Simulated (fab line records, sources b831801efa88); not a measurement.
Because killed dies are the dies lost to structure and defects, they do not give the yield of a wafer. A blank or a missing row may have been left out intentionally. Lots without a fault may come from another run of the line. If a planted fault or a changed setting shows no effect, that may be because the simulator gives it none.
Problem report in the 8D (eight disciplines) form, filled by code || flow sky130 || the parts of the form that need people (team, actions taken, sign-off) are left out

## 1. THE PROBLEM
Wafers without a fault read 74.2 s, standard deviation 0.54; run_length_s at SKY_LOCAL_INTERCONNECT_ETCH_13 reads a mean of 104.9 s on 6 wafers belonging to 2 lots. Relative to the usual mean, that is a shift of +57 standard deviations.
The step: etches BARC in N2/H2, stops on SiO2, time 45.9 s, target depth 60 nm.
Seen first at day 35 06:12 on rie_metal-04, wafer L521.3. The record has a number at this step for 36 wafers belonging to 12 lots. By rule, "out" or "out of limits" means more than 4 standard deviations away from the usual mean. All remaining wafers that have a number are taken as sound.

## 2. WHAT IT IS AND WHAT IT IS NOT
{"question": "which readings at this step", "is": "run_length_s, oes_product_au", "is not": "drypump_motor_current_A"}
{"question": "which lots", "is": "L521, L525", "is not": "L506, L508, L509, L512, L513, L514, L515, L517, L528, L529"}
{"question": "which wafers of those lots", "is": "all that have a number", "is not": "-"}
{"question": "read on which tools", "is": "rie_metal-04", "is not": "rie_metal-01, rie_metal-02"}
{"question": "when", "is": "from day 35 06:12", "is not": "up to then (24 sound wafers); but 6 sound wafers of L528, L529 came after"}

## 3. THE SUSPECTS, EACH WITH WHAT RULES IT OUT
Counting: a tool at a process step up to the reading stays a suspect if it ran every lot that is out and no sound lot after the first of them.
- rie_metal-04 at SKY_LOCAL_INTERCONNECT_ETCH_13 (etches BARC in N2/H2, stops on SiO2, time 45.9 s, target depth 60 nm): kept. It processed each lot that is out, first L521 at day 35 06:12, and no sound lot thereafter; up to then, the last sound lot it processed was L517 at day 34 01:08. Its own oes_product_au, run_length_s readings are out on those wafers.
The count leaves rie_metal-04 at SKY_LOCAL_INTERCONNECT_ETCH_13.

## 4. THE CAUSE (what the simulator had put in)
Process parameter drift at SKY_LOCAL_INTERCONNECT_ETCH_13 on rie_metal-04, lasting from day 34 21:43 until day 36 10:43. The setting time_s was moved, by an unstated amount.
The count eliminated every tool but this one.

## 5. THE CHAIN OF EFFECTS, in route order
Rows list readings where the struck wafers' mean (over those with a number) sits beyond 3 standard deviations from the usual. Only readings whose record carries a usual standard deviation are examined. hours: median over the lots of the time between each lot's start at the first step of this table that gives one and its start at this step. sigmas: the change, counted in usual standard deviations.
{"hours": 0, "step": "SKY_LOCAL_INTERCONNECT_ETCH_13", "reading": "oes_product_au", "usual": "0.855 a.u.", "on struck wafers": 0.667, "change": -0.188, "sigmas": -43}
{"hours": 0, "step": "SKY_LOCAL_INTERCONNECT_ETCH_13", "reading": "run_length_s", "usual": "74.2 s", "on struck wafers": 104.9, "change": "+30.7", "sigmas": "+57"}
{"hours": 0, "step": "SKY_LOCAL_INTERCONNECT_STRIP_15", "reading": "strip_time_to_endpoint_s", "usual": "4.721 s", "on struck wafers": 4.396, "change": -0.325, "sigmas": -14}
Process steps it contains:
- SKY_LOCAL_INTERCONNECT_ETCH_13: etches BARC in N2/H2, stops on SiO2, time 45.9 s, target depth 60 nm.
- SKY_LOCAL_INTERCONNECT_STRIP_15: strips in O2/N2.
At these later measuring or inspecting steps, every struck wafer for which the step has a row has a number for every such reading, and none has moved that far: SKY_VIA1_THK_MEAS_01, SKY_VIA1_BOW_MEAS_03.

## 6. WHAT WOULD HAVE CAUGHT IT SOONER
In this record the first reading out of limits was taken at day 35 06:12, 8 hours after the fault began at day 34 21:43.
